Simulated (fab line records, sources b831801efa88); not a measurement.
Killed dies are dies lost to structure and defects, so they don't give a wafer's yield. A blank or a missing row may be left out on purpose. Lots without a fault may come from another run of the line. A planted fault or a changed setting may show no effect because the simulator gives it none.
Chamber matching | flow gf180mcu | GF_V5_CMP_26 on cmp-02: 4 sister chambers
The step polishes, stops on SiO2, t overpolish 15 s, target thk 0 nm. 8 wafers are shown with their chamber, then 11 later ones without.

WAFERS WITH THEIR CHAMBER
wafer  | chamber | motor_current_A (A) | overpolish_run_s (s)
L309.1 | 3       | 11.8                | 15.015
L309.5 | 1       | 11.9                | 15.010
L311.3 | 3       | 11.5                | 14.997
L312.1 | 2       | 9.5                 | 14.991
L315.1 | 1       | 11.2                | 15.007
L315.3 | 0       | 11.0                | 15.001
L315.4 | 2       | 10.1                | 14.999
L321.1 | 0       | 11.0                | 15.005

WAFERS WITHOUT THEIR CHAMBER
wafer  | motor_current_A (A) | overpolish_run_s (s)
L321.4 | 9.5                 | 15.009
L321.5 | 10.9                | 14.995
L320.3 | 11.0                | 15.006
L320.4 | 12.3                | 15.002
L320.5 | 10.0                | 14.980
L327.2 | 11.7                | 15.001
L327.3 | 10.0                | 15.002
L327.6 | 11.1                | 15.027
L328.1 | 11.0                | 15.006
L328.2 | 11.4                | 14.996
L328.5 | 10.9                | 14.999

WHICH CHAMBER EACH WENT THROUGH
wafer  | from the rows above          | in truth
L321.4 | 2                            | 2
L321.5 | can't be placed: 0 or 1 or 3 | 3
L320.3 | can't be placed: 0 or 1 or 3 | 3
L320.4 | can't be placed: 3 or 1 or 0 | 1
L320.5 | 2                            | 2
L327.2 | can't be placed: 3 or 1 or 0 | 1
L327.3 | can't be placed: 2 or 0      | 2
L327.6 | can't be placed: 1 or 3 or 0 | 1
L328.1 | can't be placed: 0 or 1 or 3 | 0
L328.2 | can't be placed: 0 or 3 or 1 | 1
L328.5 | can't be placed: 0 or 1 or 3 | 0
Placed correctly: 2 of 11. Can't be placed from these rows: 9 (the true chamber is among the candidates in 9). Placed wrongly: 0.
How it was worked out, from the rows above alone: a wafer's distance from a chamber is the root of the sum, over the readings, of the square of ((its reading less the chamber's mean) divided by the reading's scatter). The wafer belongs to the nearest chamber; if the next one is less than 2 further off, it can't be placed. A chamber's mean is the mean of its shown wafers. The scatter: the root of (the sum of the squares of (reading less its chamber's mean) over the shown wafers, divided by (wafers less chambers)).
